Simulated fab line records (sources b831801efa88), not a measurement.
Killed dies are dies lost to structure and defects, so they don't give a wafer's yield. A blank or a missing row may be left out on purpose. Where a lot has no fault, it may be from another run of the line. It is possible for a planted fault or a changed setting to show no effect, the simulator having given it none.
fab line records + flow sfqLine
[record]
- lots = 5
- wafers = 15
- lastDay = 80
route steps=325 shown I7@300 M8@311
lots that met no fault: taken from a fault-free run of the same line
startH: start of the lot's first displayed wafer, in hours after the record's first day + waitH: hours from the lot's prior step to this one + " repeats the value in the row above + L1.1+2: one row covering several wafers at once + - no value present, or no start provided + * or withheld: withheld + < > ~ a bound
route shown NAME@n: a module of which the file shows steps, and the number in the route of the first + usual: the fault-free wafers' mean and standard deviation + same: alike in all rows + chamber/n: place in a boat + sites: readings site by site + _std_site: the values' standard deviation + _edge_site: inner sites' mean taken away from outer sites' mean + radiusMm: how far each site lies from the wafer's centre + mask NAME#n: copy n + behind: the most recent tool/chamber to have shaped the wafer + hold: cause of the lot's hold/its duration in hours/its outcome + device: whichever transistor did not switch (one of n, p or np) + end of line: at the end of the route, the tests of the same wafers + a step given without rows: its recipe and nothing more + killed: at the first sort, the dies lost to defects and structure; wafer yield is something else + map: the dies of a wafer, with x for killed, . for not killed, _ for no die there
set.NAME: setting as actually run; set.NAME@STEP: the setting as run at that earlier step + model.NAME: the simulator's own value behind a step, which no gauge read
lots at selected steps of the route; one table per step, one row per wafer
services: when a tool's chamber went out of use (startH, in hours from the record's first day, below 0 if earlier), for how many hours, and the reason
[[steps]]
[step SFQ_TRILAYER_I7_VIA_LITHO_COAT_192]
[recipe]
- resist = BARC
- spinRpm = 3000
- resistThkNm = 62
| lot.wafer  | tool          | chamber | startH  | waitH |
|------------|---------------|---------|---------|-------|
| L074.1+3+5 | lithoTrack-02 | 0       | 1425.21 | 1.0   |
| L082.3+5+6 | lithoTrack-03 | 0       | 1626.44 | 0.7   |
| L086.1+4+5 | lithoTrack-01 | 0       | 1635.24 | 1.0   |
| L087.2+5+6 | lithoTrack-01 | 0       | 1641.32 | 0.9   |
| L090.1+3+4 | lithoTrack-02 | 0       | 1777.59 | 1.0   |
[step SFQ_TRILAYER_I7_VIA_LITHO_COAT_187]
[recipe]
- resist = KrF
- spinRpm = 3000
- resistThkNm = 650
| lot.wafer  | tool          | chamber | startH  | waitH |
|------------|---------------|---------|---------|-------|
| L074.1+3+5 | lithoTrack-02 | 0       | 1425.51 | 0.2   |
| L082.3+5+6 | lithoTrack-03 | 0       | 1626.74 | 0.2   |
| L086.1+4+5 | lithoTrack-01 | 0       | 1635.54 | 0.2   |
| L087.2+5+6 | lithoTrack-01 | 0       | 1641.62 | 0.2   |
| L090.1+3+4 | lithoTrack-02 | 0       | 1777.89 | 0.2   |
[step SFQ_TRILAYER_I7_VIA_LITHO_SOFTBAKE_191]
[recipe]
- tempC = withheld
- timeS = withheld
- resist = KrF
| lot.wafer  | tool          | chamber | startH  | waitH |
|------------|---------------|---------|---------|-------|
| L074.1+3+5 | lithoTrack-02 | 0       | 1425.81 | 0.2   |
| L082.3+5+6 | lithoTrack-03 | 0       | 1626.99 | 0.2   |
| L086.1+4+5 | lithoTrack-01 | 0       | 1635.84 | 0.2   |
| L087.2+5+6 | lithoTrack-01 | 0       | 1641.89 | 0.2   |
| L090.1+3+4 | lithoTrack-02 | 0       | 1778.19 | 0.2   |
[step SFQ_TRILAYER_I7_VIA_LITHO_EXPOSE_188]
[recipe]
- maskId = I7
- na = 0.6
- sourceShape = conventional
- sigmaOuter = 0.65
- targetCdNm = 1000
- doseMj = 21.3
[usual]
- focusOffsetNm = 0.0/0.53
| lot.wafer | tool          | chamber | startH  | waitH | mask | focusOffsetNm |
|-----------|---------------|---------|---------|-------|------|---------------|
| L074.1    | krfScanner-01 | 0       | 1526.20 | -     | I7#0 | 0.4           |
| L074.3    | "             | 0       | "       | "     | I7#0 | -0.2          |
| L074.5    | "             | 0       | "       | "     | I7#0 | -0.9          |
| L082.3    | krfScanner-02 | 0       | 1630.02 | -     | I7#0 | 0.3           |
| L082.5    | "             | 0       | "       | "     | I7#0 | -0.6          |
| L082.6    | "             | 0       | "       | "     | I7#0 | 0.7           |
| L086.1    | krfScanner-01 | 0       | 1704.54 | -     | I7#0 | 0.2           |
| L086.4    | "             | 0       | "       | "     | I7#0 | -0.1          |
| L086.5    | "             | 0       | "       | "     | I7#0 | -0.5          |
| L087.2    | krfScanner-02 | 0       | 1711.69 | -     | I7#0 | 1.0           |
| L087.5    | "             | 0       | "       | "     | I7#0 | 0.7           |
| L087.6    | "             | 0       | "       | "     | I7#0 | 1.2           |
| L090.1    | krfScanner-01 | 0       | 1845.40 | -     | I7#0 | -0.2          |
| L090.3    | "             | 0       | "       | "     | I7#0 | -0.4          |
| L090.4    | "             | 0       | "       | "     | I7#0 | 0.0           |
[step SFQ_TRILAYER_I7_VIA_LITHO_PEB_190]
[recipe]
- pebTempC = 115
- pebTimeS = 60
- resist = KrF
| lot.wafer  | tool          | chamber | startH  | waitH |
|------------|---------------|---------|---------|-------|
| L074.1+3+5 | lithoTrack-03 | 0       | 1527.40 | 1.0   |
| L082.3+5+6 | lithoTrack-01 | 0       | 1630.87 | 0.7   |
| L086.1+4+5 | lithoTrack-03 | 0       | 1705.74 | 1.0   |
| L087.2+5+6 | lithoTrack-02 | 0       | 1712.72 | 0.8   |
| L090.1+3+4 | lithoTrack-01 | 0       | 1846.60 | 1.0   |
[step SFQ_TRILAYER_I7_VIA_LITHO_DEVELOP_189]
[recipe]
- timeS = 60
- resist = KrF
| lot.wafer  | tool          | chamber | startH  | waitH |
|------------|---------------|---------|---------|-------|
| L074.1+3+5 | lithoTrack-03 | 0       | 1527.55 | 0.1   |
| L082.3+5+6 | lithoTrack-01 | 0       | 1631.02 | 0.1   |
| L086.1+4+5 | lithoTrack-03 | 0       | 1705.89 | 0.1   |
| L087.2+5+6 | lithoTrack-02 | 0       | 1712.87 | 0.1   |
| L090.1+3+4 | lithoTrack-01 | 0       | 1846.75 | 0.1   |
[step SFQ_I7_OVL_MEAS_947]
[usual]
- I7_OVL = 2/4.5
| lot.wafer | tool       | chamber | startH  | waitH | I7_OVL[nm] |
|-----------|------------|---------|---------|-------|------------|
| L074.1    | overlay-02 | -       | 1527.70 | 0.1   | 4          |
| L074.3    | "          | -       | "       | "     | 5          |
| L074.5    | "          | -       | "       | "     | 3          |
| L082.3    | overlay-01 | -       | 1631.13 | 0.1   | 3          |
| L082.5    | "          | -       | "       | "     | 2          |
| L082.6    | "          | -       | "       | "     | 2          |
| L086.1    | overlay-02 | -       | 1706.04 | 0.1   | 9          |
| L086.4    | "          | -       | "       | "     | 5          |
| L086.5    | "          | -       | "       | "     | 7          |
| L087.2    | overlay-01 | -       | 1713.00 | 0.1   | 5          |
| L087.5    | "          | -       | "       | "     | 7          |
| L087.6    | "          | -       | "       | "     | 6          |
| L090.1    | overlay-02 | -       | 1846.90 | 0.1   | 2          |
| L090.3    | "          | -       | "       | "     | 6          |
| L090.4    | "          | -       | "       | "     | 0          |
[step SFQ_TRILAYER_I7_VIA_BARC_OPEN_VIA_ETCH_260]
[recipe]
- maskMaterial = PR
- chemistry = O2
- targetDepthNm = 125
- target = BARC
- sourceW = 500
- biasW = 80
- pressureMtorr = 30
- timeS = 41.7
[usual]
- drypumpMotorCurrentA = 5.8/0.49
- oesProductAu = 0.686/0.0047
| lot.wafer | tool       | chamber | startH  | waitH | drypumpMotorCurrentA | oesProductAu | rfHoursCounterH |
|-----------|------------|---------|---------|-------|----------------------|--------------|-----------------|
| L074.1    | rieDiel-03 | 0       | 1527.73 | 0.0   | 6.5                  | 0.679        | 9               |
| L074.3    | "          | 3       | "       | "     | 5.0                  | 0.690        | 18              |
| L074.5    | "          | 0       | "       | "     | 6.5                  | 0.687        | -               |
| L082.3    | rieDiel-03 | 2       | 1631.15 | 0.0   | 6.4                  | 0.683        | 19              |
| L082.5    | "          | 2       | "       | "     | 6.3                  | 0.690        | -               |
| L082.6    | "          | 3       | "       | "     | 5.0                  | 0.686        | -               |
| L086.1    | rieDiel-04 | 3       | 1706.08 | 0.0   | 5.6                  | 0.683        | 5               |
| L086.4    | "          | 0       | "       | "     | 6.1                  | 0.686        | 9               |
| L086.5    | "          | 3       | "       | "     | 5.5                  | 0.688        | -               |
| L087.2    | rieDiel-02 | 3       | 1713.03 | 0.0   | 6.3                  | 0.688        | 2               |
| L087.5    | "          | 1       | "       | "     | 5.4                  | 0.681        | -               |
| L087.6    | "          | 2       | "       | "     | 5.4                  | 0.689        | -               |
| L090.1    | rieDiel-02 | 0       | 1846.94 | 0.0   | 6.5                  | 0.690        | 15              |
| L090.3    | "          | 3       | "       | "     | 6.3                  | 0.689        | 4               |
| L090.4    | "          | 3       | "       | "     | 6.3                  | 0.686        | -               |
[step SFQ_TRILAYER_I7_VIA_ETCH_VIA_ETCH_190]
[recipe]
- target = SiO2
- stopOn = Nb
- maskMaterial = PR
- taperDeg = 20
- chemistry = CHF3
- targetDepthNm = 260
- sourceW = 500
- biasW = 80
- pressureMtorr = 30
- timeS = withheld
[usual]
- drypumpMotorCurrentA = 5.8/0.49
- oesProductAu = 0.854/0.005
| lot.wafer | tool       | chamber | startH  | waitH | drypumpMotorCurrentA | oesProductAu |
|-----------|------------|---------|---------|-------|----------------------|--------------|
| L074.1    | rieDiel-03 | 0       | 1527.77 | 0.0   | 6.4                  | 0.854        |
| L074.3    | "          | 3       | "       | "     | 5.0                  | 0.845        |
| L074.5    | "          | 0       | "       | "     | 6.4                  | 0.851        |
| L082.3    | rieDiel-03 | 2       | 1631.19 | 0.0   | 6.4                  | 0.855        |
| L082.5    | "          | 2       | "       | "     | 6.4                  | 0.862        |
| L082.6    | "          | 3       | "       | "     | 5.0                  | 0.865        |
| L086.1    | rieDiel-04 | 3       | 1706.12 | 0.0   | 5.5                  | 0.862        |
| L086.4    | "          | 0       | "       | "     | 6.1                  | 0.845        |
| L086.5    | "          | 3       | "       | "     | 5.6                  | 0.851        |
| L087.2    | rieDiel-02 | 3       | 1713.07 | 0.0   | 6.3                  | 0.851        |
| L087.5    | "          | 1       | "       | "     | 5.4                  | 0.855        |
| L087.6    | "          | 2       | "       | "     | 5.4                  | 0.856        |
| L090.1    | rieDiel-02 | 0       | 1846.98 | 0.0   | 6.4                  | 0.855        |
| L090.3    | "          | 3       | "       | "     | 6.2                  | 0.848        |
| L090.4    | "          | 3       | "       | "     | 6.3                  | 0.855        |
[step SFQ_TRILAYER_I7_VIA_STRIP_STRIP_191]
[recipe]
- gas = O2
- powerW = 200
- platenTempC = 40
- overashFraction = 0.65
- chemistry = O2
- pressureMtorr = 50
[usual]
- drypumpMotorCurrentA = 6.0/0.39
- oesProductAu = 1.007/0.009
| lot.wafer | tool        | chamber | startH  | waitH | drypumpMotorCurrentA | oesProductAu | rfHoursCounterH |
|-----------|-------------|---------|---------|-------|----------------------|--------------|-----------------|
| L074.1    | rieMetal-03 | 0       | 1527.89 | -     | 5.6                  | 1.005        | 97              |
| L074.3    | "           | 1       | "       | "     | 6.3                  | 1.004        | -               |
| L074.5    | "           | 0       | "       | "     | 5.6                  | 1.008        | -               |
| L082.3    | rieMetal-01 | 0       | 1631.51 | -     | 5.8                  | 1.011        | -               |
| L082.5    | "           | 0       | "       | "     | 5.8                  | 1.008        | -               |
| L082.6    | "           | 1       | "       | "     | 5.7                  | 0.997        | -               |
| L086.1    | rieMetal-03 | 1       | 1706.23 | -     | 6.3                  | 1.020        | 89              |
| L086.4    | "           | 1       | "       | "     | 6.3                  | 1.018        | -               |
| L086.5    | "           | 1       | "       | "     | 6.3                  | 1.010        | -               |
| L087.2    | rieMetal-02 | 0       | 1713.38 | -     | 6.5                  | 1.010        | -               |
| L087.5    | "           | 0       | "       | "     | 6.5                  | 1.015        | -               |
| L087.6    | "           | 0       | "       | "     | 6.5                  | 1.010        | -               |
| L090.1    | rieMetal-03 | 1       | 1847.09 | -     | 6.3                  | 1.008        | 112             |
| L090.3    | "           | 1       | "       | "     | 6.3                  | 1.012        | -               |
| L090.4    | "           | 1       | "       | "     | 6.3                  | 1.015        | -               |
[step SFQ_TRILAYER_I7_VIA_STRIP_SOLV_CLEAN_192]
[recipe]
- chemistry = NMP
- tempC = 70
- timeS = 600
| lot.wafer  | tool        | chamber | startH  | waitH |
|------------|-------------|---------|---------|-------|
| L074.1+3+5 | wetBench-01 | 6,5,3   | 1528.49 | 0.4   |
| L082.3+5+6 | wetBench-01 | 7,5,3   | 1631.91 | 0.2   |
| L086.1+4+5 | wetBench-02 | 6,7,2   | 1707.43 | 1.0   |
| L087.2+5+6 | wetBench-03 | 1,0,2   | 1714.38 | 0.8   |
| L090.1+3+4 | wetBench-01 | 6,2,3   | 1848.29 | 1.0   |
[step SFQ_TRILAYER_M8_LITHO_LOR_COAT_197]
[recipe]
- resist = lift-off
- spinRpm = 3000
| lot.wafer  | tool          | chamber | startH  | waitH |
|------------|---------------|---------|---------|-------|
| L074.1+3+5 | lithoTrack-02 | 0       | 1528.66 | 0.0   |
| L082.3+5+6 | lithoTrack-01 | 0       | 1632.18 | 0.1   |
| L086.1+4+5 | lithoTrack-02 | 0       | 1707.61 | 0.0   |
| L087.2+5+6 | lithoTrack-01 | 0       | 1714.61 | 0.1   |
| L090.1+3+4 | lithoTrack-04 | 0       | 1848.46 | 0.0   |
[step SFQ_TRILAYER_M8_LITHO_LOR_BAKE_198]
[recipe]
- resist = lift-off
- tempC = withheld
- timeS = withheld
| lot.wafer  | tool          | chamber | startH  | waitH |
|------------|---------------|---------|---------|-------|
| L074.1+3+5 | lithoTrack-02 | 0       | 1528.96 | 0.2   |
| L082.3+5+6 | lithoTrack-01 | 0       | 1632.56 | 0.3   |
| L086.1+4+5 | lithoTrack-02 | 0       | 1707.91 | 0.2   |
| L087.2+5+6 | lithoTrack-01 | 0       | 1714.95 | 0.3   |
| L090.1+3+4 | lithoTrack-04 | 0       | 1848.76 | 0.2   |
[step SFQ_TRILAYER_M8_LITHO_COAT_193]
[recipe]
- resist = KrF
- spinRpm = 3000
- resistThkNm = 600
| lot.wafer  | tool          | chamber | startH | waitH |
|------------|---------------|---------|--------|-------|
| L074.1+3+5 | lithoTrack-02 | 0       | -      | -     |
| L082.3+5+6 | lithoTrack-01 | 0       | -      | -     |
| L086.1+4+5 | lithoTrack-02 | 0       | -      | -     |
| L087.2+5+6 | lithoTrack-01 | 0       | -      | -     |
| L090.1+3+4 | lithoTrack-04 | 0       | -      | -     |
[step SFQ_TRILAYER_M8_LITHO_SOFTBAKE_199]
[recipe]
- tempC = withheld
- timeS = withheld
- resist = KrF
| lot.wafer  | tool          | chamber | startH | waitH |
|------------|---------------|---------|--------|-------|
| L074.1+3+5 | lithoTrack-02 | 0       | -      | -     |
| L082.3+5+6 | lithoTrack-01 | 0       | -      | -     |
| L086.1+4+5 | lithoTrack-02 | 0       | -      | -     |
| L087.2+5+6 | lithoTrack-01 | 0       | -      | -     |
| L090.1+3+4 | lithoTrack-04 | 0       | -      | -     |
[[services]]
| tool          | chamber | startH  | hours | kind   |
|---------------|---------|---------|-------|--------|
| krfScanner-01 | -       | 1409.87 | 1.0   | pm     |
| rieMetal-03   | -       | 1435.74 | 28.1  | pm     |
| rieDiel-03    | 3       | 1463.66 | 6.4   | repair |
| rieMetal-03   | 1       | 1490.74 | 13.0  | repair |
| krfScanner-01 | -       | 1561.00 | 4.0   | pm     |
| krfScanner-01 | -       | 1569.26 | 1.3   | pm     |
| krfScanner-01 | -       | 1578.32 | 1.0   | pm     |
| krfScanner-01 | -       | 1582.85 | 0.8   | pm     |
| rieDiel-02    | 3       | 1586.30 | 6.0   | repair |
| rieDiel-02    | 1       | 1595.10 | 4.3   | repair |
| wetBench-01   | -       | 1597.99 | 0.5   | repair |
| krfScanner-01 | -       | 1610.09 | 0.3   | repair |
| krfScanner-01 | -       | 1630.03 | 0.1   | repair |
| rieMetal-03   | -       | 1649.64 | 4.3   | pm     |
| rieMetal-03   | 0       | 1660.05 | 4.1   | repair |
| rieDiel-03    | 2       | 1678.60 | 7.3   | repair |
| rieDiel-03    | -       | 1681.69 | 0.1   | repair |
| krfScanner-01 | -       | 1685.72 | 1.9   | repair |
| krfScanner-01 | -       | 1693.61 | 2.1   | repair |
| rieMetal-03   | 0       | 1702.99 | 9.1   | repair |
| rieDiel-02    | 2       | 1810.25 | 12.7  | repair |
| rieDiel-02    | -       | 1816.59 | 4.0   | pm     |
| rieDiel-02    | 1       | 1840.74 | 13.9  | repair |
| rieDiel-03    | 3       | 1845.05 | 5.3   | repair |
[[key]]
fault none
